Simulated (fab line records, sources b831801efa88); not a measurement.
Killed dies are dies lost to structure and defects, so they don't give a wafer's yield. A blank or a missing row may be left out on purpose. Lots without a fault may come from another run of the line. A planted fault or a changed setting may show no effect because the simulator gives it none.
fab line records | flow sky130
record lots=11 wafers=33 last_day=50
route steps=708 shown VIA1@480 METAL2@503 VIA3@593 CAP2M@603 METAL4@633 PAD_OPEN@708
lots that met no fault: from a run of the same line without faults
start_h: hours from the record's first day to the start of the lot's first wafer shown | wait_h: hours since the lot's step before | " the same as in the row above | L1.1+2: a row that stands for several wafers | - no value, or no start given | * or withheld: withheld | < > ~ a bound
route shown NAME@n: a module of which the file shows steps, and the number in the route of the first | usual: mean/standard deviation of fault-free wafers | same: alike in all rows | chamber/n: place in a boat | sites: the reading at each site | _std_site: their standard deviation | _edge_site: outer sites' mean less inner sites' | radius_mm: how far each site lies from the wafer's centre | mask NAME#n: copy n | behind: the tool/chamber that last shaped the wafer | hold: why the lot was held/for how many hours/how that ended | device: the transistor (n, p or np) that didn't switch | end of line: the same wafers' tests at the end of the route | a step without rows: its recipe alone | killed: dies lost to structure and defects at the first sort, not the wafer's yield | map: a wafer's dies, x killed, . not, _ none there
set.NAME: the setting as run; set.NAME@STEP: as run at that earlier step | model.NAME: the simulator's own value behind a step, which no gauge read
steps of the route over a sample of lots; a table a step, a row a wafer
services: from which hour (start_h, from the record's first day; less than 0 if before it) a tool's chamber was out of use, for how many hours, and why
## steps
# step SKY_VIA1_RS_MEAS_22
# recipe thk_meas_gauge=four-point-probe reads=W_of_VIA1_CVD_21+TiN_of_VIA1_SPUTTER_20
# usual VIA1_W_RS=0.426/0.0049
# columns lot.wafer tool chamber start_h wait_h VIA1_W_RS[ohm/sq]
L192.2 film_metro-01 - 786.08 0.1 0.416
L192.3 " - " " 0.431
L192.6 " - " " 0.428
L193.1 film_metro-04 - 798.59 0.1 0.433
L193.3 " - " " 0.427
L193.6 " - " " 0.425
L196.3 film_metro-02 - 826.75 0.1 0.427
L196.4 " - " " 0.425
L196.6 " - " " 0.430
L200.1 film_metro-04 - 853.32 0.2 0.425
L200.2 " - " " 0.422
L200.3 " - " " 0.426
L202.2 film_metro-04 - 883.29 0.1 0.429
L202.3 " - " " 0.427
L202.4 " - " " 0.426
L204.1 film_metro-04 - 890.69 0.1 0.430
L204.2 " - " " 0.426
L204.4 " - " " 0.426
L206.1 film_metro-04 - 909.36 0.1 0.431
L206.2 " - " " 0.425
L206.5 " - " " 0.430
L208.1 film_metro-01 - 926.59 0.1 0.432
L208.3 " - " " 0.421
L208.5 " - " " 0.433
L211.1 film_metro-02 - 944.84 0.1 0.418
L211.3 " - " " 0.429
L211.5 " - " " 0.432
L213.2 film_metro-01 - 954.27 0.1 0.426
L213.3 " - " " 0.427
L213.5 " - " " 0.425
L214.2 film_metro-01 - 956.13 0.1 0.432
L214.3 " - " " 0.425
L214.5 " - " " 0.431
# step SKY_METAL2_STRIP_20
# recipe chemistry=O2/N2 power_w=1400 pressure_mtorr=1500 platen_temp_c=withheld o2_flow_sccm=3000 n2_flow_sccm=300 overash_fraction=0.5
# usual drypump_motor_current_A=5.8/0.5 oes_product_au=0.344/0.0051 strip_time_to_endpoint_s=2.72/0.035
# columns lot.wafer tool chamber start_h wait_h drypump_motor_current_A oes_product_au rf_hours_counter_h strip_time_to_endpoint_s
L192.2 plasma_asher-01 0 814.76 0.1 6.1 0.341 8 2.71
L192.3 " 0 " " 6.1 0.342 - 2.70
L192.6 " 0 " " 6.1 0.338 - 2.68
L193.1 plasma_asher-01 1 827.31 0.1 5.4 0.341 9 2.71
L193.3 " 0 " " 6.1 0.349 - 2.77
L193.6 " 0 " " 6.1 0.349 - 2.72
L196.3 plasma_asher-02 0 854.64 0.1 6.4 0.338 - 2.71
L196.4 " 1 " " 6.3 0.343 - 2.70
L196.6 " 0 " " 6.4 0.343 - 2.70
L200.1 plasma_asher-03 0 879.96 0.1 5.0 0.348 109 2.69
L200.2 " 1 " " 5.8 0.345 109 2.69
L200.3 " 1 " " 5.9 0.346 - 2.67
L202.2 plasma_asher-01 0 909.81 0.1 6.1 0.344 21 2.75
L202.3 " 0 " " 6.1 0.347 - 2.73
L202.4 " 1 " " 5.4 0.343 - 2.75
L204.1 plasma_asher-03 1 916.61 0.1 5.8 0.341 113 2.70
L204.2 " 0 " " 5.0 0.346 113 2.76
L204.4 " 1 " " 5.8 0.343 - 2.72
L206.1 plasma_asher-02 0 934.76 0.1 6.4 0.355 55 2.76
L206.2 " 1 " " 6.3 0.339 55 2.74
L206.5 " 1 " " 6.3 0.343 - 2.73
L208.1 plasma_asher-03 0 952.09 0.1 5.0 0.343 117 2.70
L208.3 " 0 " " 5.0 0.344 - 2.71
L208.5 " 1 " " 5.8 0.342 - 2.70
L211.1 plasma_asher-02 0 970.16 0.1 6.4 0.340 59 2.66
L211.3 " 0 " " 6.4 0.328 - 2.67
L211.5 " 1 " " 6.3 0.334 - 2.70
L213.2 plasma_asher-01 1 979.21 0.1 5.4 0.349 26 2.76
L213.3 " 1 " " 5.4 0.349 - 2.75
L213.5 " 1 " " 5.4 0.349 - 2.77
L214.2 plasma_asher-02 1 981.41 0.1 6.3 0.348 60 2.78
L214.3 " 1 " " 6.3 0.355 - 2.78
L214.5 " 0 " " 6.4 0.349 - 2.76
# step SKY_VIA3_SPUTTER_20
# recipe material=TiN target_thk_nm=20 chamber_pressure_pa=5 power_w=4000 time_s=80
# usual cathode_dc_power_W=4000.0/0.71 throttle_valve_pct=30.9/1
# columns lot.wafer tool chamber start_h wait_h cathode_dc_power_W throttle_valve_pct
L192.2 pvd_sputter-01 - 924.91 0.0 4000.6 29.7
L192.3 " - " " 3999.5 30.8
L192.6 " - " " 3998.4 29.5
L193.1 pvd_sputter-01 - 936.54 0.0 4000.3 30.7
L193.3 " - " " 4001.0 29.5
L193.6 " - " " 4001.9 29.0
L196.3 pvd_sputter-04 - 961.56 0.0 4000.1 31.3
L196.4 " - " " 3999.7 32.6
L196.6 " - " " 4000.2 31.7
L200.1 pvd_sputter-03 - 983.85 0.0 3999.3 30.6
L200.2 " - " " 3999.7 31.6
L200.3 " - " " 4000.4 30.6
L202.2 pvd_sputter-04 - 1011.35 0.0 4000.2 32.4
L202.3 " - " " 4000.4 31.5
L202.4 " - " " 3998.5 31.1
L204.1 pvd_sputter-04 - 1019.13 0.0 4000.2 31.2
L204.2 " - " " 3999.0 31.0
L204.4 " - " " 4000.0 31.6
L206.1 pvd_sputter-01 - 1034.62 0.0 4000.4 28.9
L206.2 " - " " 4000.6 29.7
L206.5 " - " " 4000.2 29.6
L208.1 pvd_sputter-04 - 1050.32 0.0 3999.5 31.5
L208.3 " - " " 3999.7 32.4
L208.5 " - " " 4001.1 31.5
L211.1 pvd_sputter-04 - 1067.37 0.0 4000.1 32.2
L211.3 " - " " 3999.6 31.4
L211.5 " - " " 4001.5 32.3
L213.2 pvd_sputter-04 - 1074.06 0.0 4000.3 31.5
L213.3 " - " " 3999.9 30.8
L213.5 " - " " 3999.8 31.1
L214.2 pvd_sputter-01 - 1076.12 0.0 4000.7 29.8
L214.3 " - " " 3998.5 29.4
L214.5 " - " " 3999.3 29.8
# step SKY_CAP2M_CVD_00
# recipe material=SiO2 target_thk_nm=15.5 temp_c=400 time_s=withheld rf_w=450
# usual heater_power_outer_w=414/52 heater_power_w=737/92
# columns lot.wafer tool chamber start_h wait_h heater_power_outer_w heater_power_w
L192.2 pecvd-01 0 925.73 0.0 342 624
L192.3 " 1 " " 361 645
L192.6 " 0 " " 352 623
L193.1 pecvd-04 2 937.36 0.0 482 832
L193.3 " 1 " " 377 675
L193.6 " 2 " " 478 815
L196.3 pecvd-04 1 962.38 0.0 360 659
L196.4 " 1 " " 364 664
L196.6 " 2 " " 493 838
L200.1 pecvd-04 1 984.79 0.0 376 687
L200.2 " 0 " " 427 839
L200.3 " 2 " " 478 835
L202.2 pecvd-04 0 1012.17 0.0 420 853
L202.3 " 0 " " 419 796
L202.4 " 2 " " 508 877
L204.1 pecvd-04 0 1019.95 0.0 395 792
L204.2 " 2 " " 544 895
L204.4 " 0 " " 387 779
L206.1 pecvd-01 2 1035.44 0.0 335 605
L206.2 " 0 " " 380 661
L206.5 " 2 " " 337 634
L208.1 pecvd-01 1 1051.14 0.0 410 710
L208.3 " 2 " " 380 665
L208.5 " 0 " " 429 738
L211.1 pecvd-01 1 1068.18 0.0 355 621
L211.3 " 0 " " 390 674
L211.5 " 0 " " 380 684
L213.2 pecvd-01 1 1074.88 0.0 358 625
L213.3 " 2 " " 381 669
L213.5 " 2 " " 382 674
L214.2 pecvd-01 0 1076.94 0.0 431 735
L214.3 " 2 " " 414 696
L214.5 " 1 " " 437 758
# step SKY_CAP2M_THK_MEAS_01
# recipe reads=SiO2_of_CAP2M_CVD_00
# usual CAP2M_CVD_00_THK=15.56/0.22
# columns lot.wafer tool chamber start_h wait_h CAP2M_CVD_00_THK[nm]
L192.2 film_metro-03 - 925.76 - 15.61
L192.3 " - " " 15.34
L192.6 " - " " 15.77
L193.1 film_metro-01 - 937.38 - 15.46
L193.3 " - " " 15.53
L193.6 " - " " 15.68
L196.3 film_metro-01 - 962.42 - 15.31
L196.4 " - " " 15.74
L196.6 " - " " 15.39
L200.1 film_metro-03 - 984.81 - 15.28
L200.2 " - " " 14.94
L200.3 " - " " 13.79
L202.2 film_metro-02 - 1012.21 - 15.19
L202.3 " - " " 15.59
L202.4 " - " " 13.92
L204.1 film_metro-02 - 1019.98 - 15.22
L204.2 " - " " 13.71
L204.4 " - " " 15.48
L206.1 film_metro-01 - 1035.46 - 15.57
L206.2 " - " " 15.57
L206.5 " - " " 15.82
L208.1 film_metro-03 - 1051.16 - 15.66
L208.3 " - " " 15.66
L208.5 " - " " 15.97
L211.1 film_metro-02 - 1068.21 - 15.49
L211.3 " - " " 15.44
L211.5 " - " " 15.86
L213.2 film_metro-02 - 1074.91 - 15.44
L213.3 " - " " 15.25
L213.5 " - " " 15.63
L214.2 film_metro-02 - 1076.97 - 15.41
L214.3 " - " " 15.69
L214.5 " - " " 15.84
# step SKY_METAL4_ETCH_17
# recipe target=SiO2 stop_on=TiN chemistry=C4F8/O2/Ar source_w=1500 bias_w=1200 pressure_mtorr=40 c4f8_flow_sccm=withheld O2_flow_sccm=6 Ar_flow_sccm=300 time_s=3.9 target_depth_a=150
# usual oes_product_au=0.756/0.0071
# columns lot.wafer tool chamber start_h wait_h oes_product_au rf_hours_counter_h
L192.2 rie_diel-02 1 974.50 0.1 0.748 11
L192.3 " 0 " " 0.753 11
L192.6 " 3 " " 0.768 -
L193.1 rie_diel-03 2 986.12 0.1 0.753 20
L193.3 " 1 " " 0.761 10
L193.6 " 1 " " 0.765 -
L196.3 rie_diel-02 3 1011.05 0.0 0.750 17
L196.4 " 0 " " 0.758 -
L196.6 " 2 " " 0.754 -
L200.1 rie_diel-01 0 1031.06 0.1 0.761 3
L200.2 " 3 " " 0.737 16
L200.3 " 1 " " 0.708 9
L202.2 rie_diel-03 1 1057.62 0.1 0.749 12
L202.3 " 3 " " 0.759 16
L202.4 " 2 " " 0.716 23
L204.1 rie_diel-02 3 1064.56 0.1 0.749 20
L204.2 " 0 " " 0.705 14
L204.4 " 0 " " 0.751 -
L206.1 rie_diel-01 3 1078.91 0.1 0.759 17
L206.2 " 2 " " 0.761 11
L206.5 " 1 " " 0.764 -
L208.1 rie_diel-03 1 1093.85 0.1 0.754 13
L208.3 " 2 " " 0.754 24
L208.5 " 2 " " 0.769 -
L211.1 rie_diel-03 1 1111.15 0.1 0.762 14
L211.3 " 0 " " 0.754 20
L211.5 " 1 " " 0.759 -
L213.2 rie_diel-02 1 1116.96 0.1 0.755 12
L213.3 " 0 " " 0.747 16
L213.5 " 3 " " 0.762 -
L214.2 rie_diel-03 1 1118.80 0.1 0.753 14
L214.3 " 2 " " 0.768 24
L214.5 " 0 " " 0.761 -
# step SKY_PAD_OPEN_PROBE_99
# usual defect_limited_yield=82.4/2.1 killed_at_M0_to_M3=43/7.4 killed_at_M4_up=3.1/1.9 killed_at_contacts=25/5.4 killed_at_front_end=15/4.3 killed_at_other=0.3/0.54 killed_dies=86/10 killed_open=46/7.4 killed_short=40/7
# same gross_dies=492 killed_at_back_side=0
# columns lot.wafer tool chamber start_h wait_h defect_limited_yield[%] killed_at_M0_to_M3 killed_at_M4_up killed_at_contacts killed_at_front_end killed_at_other killed_dies killed_open killed_short
L192.2 prober-01 - 1071.50 0.1 82.1 44 2 24 18 0 88 46 40
L192.3 prober-01 - 1071.55 0.2 79.1 51 1 27 23 1 103 47 54
L192.6 prober-01 - 1071.70 0.2 80.9 51 6 19 18 0 94 43 51
L193.1 prober-02 - 1080.63 0.1 82.7 48 2 23 12 0 85 43 42
L193.3 prober-02 - 1080.73 0.2 81.1 49 5 20 19 0 93 54 38
L193.6 prober-02 - 1080.88 0.2 80.1 48 6 27 17 0 98 57 40
L196.3 prober-01 - 1104.36 0.2 81.5 42 3 22 23 1 91 41 48
L196.4 prober-01 - 1104.41 0.2 81.1 45 3 27 18 0 93 49 43
L196.6 prober-01 - 1104.51 0.2 81.9 43 4 23 19 0 89 47 42
L200.1 prober-01 - 1121.42 0.1 83.1 38 8 26 11 0 83 44 39
L200.2 prober-01 - 1121.47 0.1 80.9 50 4 23 17 0 94 44 50
L200.3 prober-01 - 1121.52 0.2 85.8 36 3 20 11 0 70 45 24
L202.2 prober-01 - 1144.24 0.1 81.9 52 1 27 8 1 89 55 34
L202.3 prober-01 - 1144.29 0.2 86.8 33 1 25 6 0 65 33 32
L202.4 prober-01 - 1144.34 0.2 83.1 42 8 23 10 0 83 38 44
L204.1 prober-01 - 1150.98 0.1 83.5 40 3 26 11 1 81 46 34
L204.2 prober-01 - 1151.03 0.1 83.7 50 3 14 12 1 80 43 35
L204.4 prober-01 - 1151.13 0.2 80.1 48 4 28 18 0 98 45 50
L206.1 prober-01 - 1162.74 0.1 83.1 37 0 29 15 2 83 51 31
L206.2 prober-01 - 1162.79 0.1 81.7 47 2 20 20 1 90 45 45
L206.5 prober-01 - 1162.94 0.2 81.1 41 4 24 23 1 93 44 49
L208.1 prober-01 - 1175.56 0.1 84.8 38 4 21 12 0 75 42 33
L208.3 prober-01 - 1175.66 0.2 83.5 39 1 26 15 0 81 42 38
L208.5 prober-01 - 1175.76 0.2 86.2 29 1 18 20 0 68 35 31
L211.1 prober-02 - 1189.70 0.1 85.6 33 2 22 14 0 71 28 42
L211.3 prober-02 - 1189.80 0.2 83.3 42 5 18 17 0 82 47 34
L211.5 prober-02 - 1189.90 0.2 83.5 40 4 24 13 0 81 46 35
L213.2 prober-02 - 1194.04 0.1 85.2 39 2 22 10 0 73 46 27
L213.3 prober-02 - 1194.09 0.2 84.1 39 2 22 15 0 78 44 34
L213.5 prober-02 - 1194.19 0.2 81.1 47 3 21 22 0 93 45 48
L214.2 prober-01 - 1197.45 0.1 85.2 33 0 28 12 0 73 42 30
L214.3 prober-01 - 1197.50 0.2 83.7 40 2 29 9 0 80 41 38
L214.5 prober-01 - 1197.60 0.2 83.3 48 5 14 15 0 82 41 38
# killed by level:class
L192.2 CONTACT:geometric_particle:short=8 METAL2:geometric_particle:short=8 CONTACT:geometric_particle:open=8 VIA3:geometric_particle:open=8 FIELD_ISO:geometric_particle:open=7 VIA1:geometric_particle:open=6 FIELD_ISO:geometric_particle:short=5 METAL1:geometric_particle:short=5
L192.3 VIA1:geometric_particle:open=9 CONTACT:geometric_particle:open=8 FIELD_ISO:geometric_particle:short=7 METAL2:geometric_particle:short=7 CONTACT:geometric_particle:short=7 METAL1:geometric_particle:short=6 VIA2:geometric_particle:open=6 METAL3:geometric_particle:short=6
L192.6 VIA1:geometric_particle:open=13 METAL2:geometric_particle:short=9 FIELD_ISO:geometric_particle:open=8 CONTACT:geometric_particle:open=8 FIELD_ISO:geometric_particle:short=6 METAL1:geometric_particle:short=6 VIA1:geometric_particle:short=6 CONTACT:geometric_particle:short=5
L193.1 VIA1:geometric_particle:short=9 VIA1:geometric_particle:open=8 VIA3:geometric_particle:open=8 CONTACT:geometric_particle:open=7 LI_CONTACT:geometric_particle:open=6 METAL2:geometric_particle:short=5 LOCAL_INTERCONNECT:geometric_particle:short=4 VIA2:geometric_particle:open=4
L193.3 VIA1:geometric_particle:open=11 CONTACT:geometric_particle:open=10 VIA3:geometric_particle:open=9 VIA2:geometric_particle:open=8 VIA3:geometric_particle:short=7 LI_CONTACT:geometric_particle:open=6 VIA1:geometric_particle:short=6 FIELD_ISO:geometric_particle:short=5
L193.6 VIA1:geometric_particle:open=12 CONTACT:geometric_particle:open=10 LI_CONTACT:geometric_particle:open=9 FIELD_ISO:geometric_particle:open=7 VIA2:geometric_particle:open=7 METAL1:geometric_particle:short=7 FIELD_ISO:geometric_particle:short=4 LOCAL_INTERCONNECT:geometric_particle:short=4
L196.3 LI_CONTACT:geometric_particle:open=7 METAL2:geometric_particle:short=7 FIELD_ISO:geometric_particle:short=6 VIA1:geometric_particle:short=6 FIELD_ISO:geometric_particle:open=5 CONTACT:geometric_particle:short=5 CONTACT:geometric_particle:open=5 VIA2:geometric_particle:open=5
L196.4 CONTACT:geometric_particle:open=11 VIA2:geometric_particle:open=7 VIA1:geometric_particle:open=7 METAL2:geometric_particle:short=7 FIELD_ISO:geometric_particle:open=6 FIELD_ISO:geometric_particle:short=5 LI_CONTACT:geometric_particle:open=5 CONTACT:geometric_particle:short=4
L196.6 VIA1:geometric_particle:open=11 VIA3:geometric_particle:open=9 LOCAL_INTERCONNECT:geometric_particle:short=7 METAL1:geometric_particle:short=6 METAL2:geometric_particle:short=6 CONTACT:geometric_particle:open=6 CONTACT:geometric_particle:short=5 SPACER:geometric_particle:open=4
L200.1 LI_CONTACT:geometric_particle:open=9 VIA1:geometric_particle:open=7 VIA3:geometric_particle:open=7 METAL1:geometric_particle:short=6 VIA2:geometric_particle:open=6 METAL4:geometric_particle:short=5 CONTACT:geometric_particle:open=5 LI_CONTACT:geometric_particle:short=4
L200.2 VIA1:geometric_particle:open=11 FIELD_ISO:geometric_particle:short=9 CONTACT:geometric_particle:open=7 VIA1:geometric_particle:short=7 METAL2:geometric_particle:short=6 METAL1:geometric_particle:short=6 VIA2:geometric_particle:open=6 LOCAL_INTERCONNECT:geometric_particle:short=5
L200.3 VIA1:geometric_particle:open=12 LI_CONTACT:geometric_particle:open=7 CONTACT:geometric_particle:open=7 VIA1:geometric_particle:short=5 METAL2:geometric_particle:short=4 VIA3:geometric_particle:open=4 FIELD_ISO:geometric_particle:open=3 VIA2:geometric_particle:open=3
L202.2 VIA1:geometric_particle:open=11 CONTACT:geometric_particle:open=10 VIA3:geometric_particle:open=10 LI_CONTACT:geometric_particle:open=9 METAL2:geometric_particle:short=8 VIA2:geometric_particle:open=6 CONTACT:geometric_particle:short=5 METAL1:geometric_particle:short=4
L202.3 CONTACT:geometric_particle:open=8 VIA1:geometric_particle:open=7 CONTACT:geometric_particle:short=6 METAL2:geometric_particle:short=6 VIA3:geometric_particle:open=5 LI_CONTACT:geometric_particle:short=4 LI_CONTACT:geometric_particle:open=4 VIA2:geometric_particle:open=4
L202.4 VIA1:geometric_particle:open=11 CONTACT:geometric_particle:open=8 METAL2:geometric_particle:short=8 METAL4:geometric_particle:short=7 LI_CONTACT:geometric_particle:open=6 VIA2:geometric_particle:open=6 VIA1:geometric_particle:short=5 CONTACT:geometric_particle:short=5
L204.1 VIA1:geometric_particle:open=10 CONTACT:geometric_particle:open=8 LI_CONTACT:geometric_particle:open=8 METAL2:geometric_particle:short=6 POLY_GATE:geometric_particle:short=5 VIA1:geometric_particle:short=4 VIA2:geometric_particle:open=4 VIA3:geometric_particle:open=4
L204.2 VIA2:geometric_particle:open=13 VIA2:geometric_particle:short=7 VIA3:geometric_particle:open=7 LI_CONTACT:geometric_particle:open=5 VIA3:geometric_particle:short=5 POLY_GATE:geometric_particle:open=4 CONTACT:geometric_particle:open=4 VIA1:geometric_particle:short=4
L204.4 METAL2:geometric_particle:short=11 VIA1:geometric_particle:open=11 LI_CONTACT:geometric_particle:short=7 VIA2:geometric_particle:open=7 CONTACT:geometric_particle:open=6 VIA3:geometric_particle:open=5 POLY_GATE:geometric_particle:open=4 LI_CONTACT:geometric_particle:open=4
L206.1 VIA1:geometric_particle:open=13 LI_CONTACT:geometric_particle:open=12 LI_CONTACT:geometric_particle:short=9 VIA2:geometric_particle:open=6 METAL1:geometric_particle:short=5 VIA3:geometric_particle:open=5 CONTACT:geometric_particle:open=4 FIELD_ISO:geometric_particle:short=3
L206.2 VIA1:geometric_particle:open=9 CONTACT:geometric_particle:open=7 METAL1:geometric_particle:short=7 LOCAL_INTERCONNECT:geometric_particle:short=6 METAL2:geometric_particle:short=6 POLY_GATE:geometric_particle:short=5 LI_CONTACT:geometric_particle:open=5 VIA3:geometric_particle:open=5
L206.5 LI_CONTACT:geometric_particle:open=8 VIA1:geometric_particle:open=8 CONTACT:geometric_particle:open=7 FIELD_ISO:geometric_particle:short=6 METAL1:geometric_particle:short=6 VIA1:geometric_particle:short=5 METAL2:geometric_particle:short=5 VIA2:geometric_particle:open=5
L208.1 CONTACT:geometric_particle:open=10 VIA1:geometric_particle:open=10 METAL2:geometric_particle:short=9 POLY_GATE:geometric_particle:open=5 VIA3:geometric_particle:open=5 VIA1:geometric_particle:short=5 METAL4:geometric_particle:short=4 POLY_GATE:geometric_particle:short=4
L208.3 VIA1:geometric_particle:open=13 CONTACT:geometric_particle:short=7 LI_CONTACT:geometric_particle:open=7 FIELD_ISO:geometric_particle:open=6 METAL1:geometric_particle:short=6 CONTACT:geometric_particle:open=5 METAL2:geometric_particle:short=5 LOCAL_INTERCONNECT:geometric_particle:short=4
L208.5 CONTACT:geometric_particle:open=6 VIA1:geometric_particle:short=5 VIA1:geometric_particle:open=5 VIA2:geometric_particle:open=5 FIELD_ISO:geometric_particle:short=4 POLY_GATE:geometric_particle:short=4 LI_CONTACT:geometric_particle:open=4 POLY_GATE:geometric_particle:open=3
L211.1 METAL2:geometric_particle:short=7 METAL3:geometric_particle:short=6 LOCAL_INTERCONNECT:geometric_particle:short=5 CONTACT:geometric_particle:open=5 VIA1:geometric_particle:open=5 CONTACT:geometric_particle:short=4 LI_CONTACT:geometric_particle:short=4 LI_CONTACT:geometric_particle:open=4
L211.3 VIA1:geometric_particle:open=16 CONTACT:geometric_particle:open=7 VIA3:geometric_particle:open=6 FIELD_ISO:geometric_particle:short=5 FIELD_ISO:geometric_particle:open=5 LOCAL_INTERCONNECT:geometric_particle:short=5 METAL2:geometric_particle:short=5 METAL4:geometric_particle:short=5
L211.5 VIA1:geometric_particle:open=11 LI_CONTACT:geometric_particle:open=7 CONTACT:geometric_particle:open=7 METAL2:geometric_particle:short=6 VIA3:geometric_particle:open=6 VIA2:geometric_particle:open=5 FIELD_ISO:geometric_particle:open=4 LOCAL_INTERCONNECT:geometric_particle:short=4
L213.2 CONTACT:geometric_particle:open=12 VIA1:geometric_particle:open=11 VIA2:geometric_particle:open=9 METAL1:geometric_particle:short=6 POLY_GATE:geometric_particle:short=4 CONTACT:geometric_particle:short=4 VIA3:geometric_particle:open=4 FIELD_ISO:geometric_particle:short=3
L213.3 CONTACT:geometric_particle:open=9 VIA1:geometric_particle:open=8 VIA1:geometric_particle:short=6 VIA2:geometric_particle:open=6 CONTACT:geometric_particle:short=5 METAL1:geometric_particle:short=4 VIA3:geometric_particle:open=4 FIELD_ISO:geometric_particle:open=3
L213.5 METAL1:geometric_particle:short=11 VIA1:geometric_particle:open=8 LI_CONTACT:geometric_particle:open=7 VIA3:geometric_particle:open=7 CONTACT:geometric_particle:short=6 FIELD_ISO:geometric_particle:short=5 VIA2:geometric_particle:open=5 POLY_GATE:geometric_particle:open=4
L214.2 CONTACT:geometric_particle:open=10 LI_CONTACT:geometric_particle:open=8 VIA1:geometric_particle:open=8 CONTACT:geometric_particle:short=5 METAL2:geometric_particle:short=5 POLY_GATE:geometric_particle:short=3 POLY_GATE:geometric_particle:open=3 LOCAL_INTERCONNECT:geometric_particle:short=3
L214.3 CONTACT:geometric_particle:open=9 LI_CONTACT:geometric_particle:open=9 VIA2:geometric_particle:open=6 LOCAL_INTERCONNECT:geometric_particle:short=6 METAL1:geometric_particle:short=6 VIA1:geometric_particle:open=6 VIA1:geometric_particle:short=6 METAL2:geometric_particle:short=4
L214.5 VIA1:geometric_particle:open=11 LI_CONTACT:geometric_particle:open=7 METAL1:geometric_particle:short=6 VIA1:geometric_particle:short=5 METAL2:geometric_particle:short=5 VIA2:geometric_particle:open=5 FIELD_ISO:geometric_particle:open=4 CONTACT:geometric_particle:short=4
## services
# columns tool chamber start_h hours kind
pecvd-01 - 792.38 1.5 repair
rie_diel-03 3 812.76 7.1 repair
pvd_sputter-04 - 819.28 1.4 repair
pecvd-04 - 821.62 0.4 repair
rie_diel-03 - 823.39 0.6 repair
pvd_sputter-04 - 833.20 7.6 repair
pecvd-01 - 846.74 1.3 repair
pecvd-01 - 859.19 0.7 repair
pecvd-04 - 860.26 1.7 repair
rie_diel-03 2 869.64 5.8 repair
plasma_asher-02 - 871.61 2.5 repair
rie_diel-03 1 890.32 47.8 repair
pvd_sputter-04 - 892.02 9.0 repair
rie_diel-03 - 938.95 2.8 pm
pvd_sputter-04 - 939.78 1.8 repair
rie_diel-02 0 950.75 7.5 repair
rie_diel-03 1 965.04 5.9 repair
pecvd-04 0 998.34 12.1 repair
rie_diel-03 3 1009.27 4.5 repair
rie_diel-03 - 1031.84 0.9 repair
pecvd-01 - 1044.52 6.0 pm
pecvd-04 - 1059.26 0.3 repair
pvd_sputter-04 - 1093.40 7.3 repair
pvd_sputter-04 - 1109.67 2.6 repair
## key
first_sign step=SKY_CAP2M_THK_MEAS_01 reading=CAP2M_CVD_00_THK direction=down sigmas=7.9 usual=15.56 struck=13.81
effect step=SKY_METAL4_ETCH_17 reading=oes_product_au direction=down sigmas=6.6 usual=0.756 struck=0.710
met_at SKY_CAP2M_CVD_00
struck_lots L200,L202,L204
struck_wafers L200.3,L202.4,L204.2
not_acting_at SKY_VIA1_RS_MEAS_22,SKY_METAL2_STRIP_20,SKY_VIA3_SPUTTER_20
onset_between 962.38 984.79
fault kind=site_profile_drift tool=pecvd-04 chamber=2 onset_h=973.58 steps=SKY_CAP2M_CVD_00 basis=fraction max_abs_drift=0.2275 slope_share_per_hr=50.556 site_pattern=0,0,0,0,0,-1,-1,-1,-1
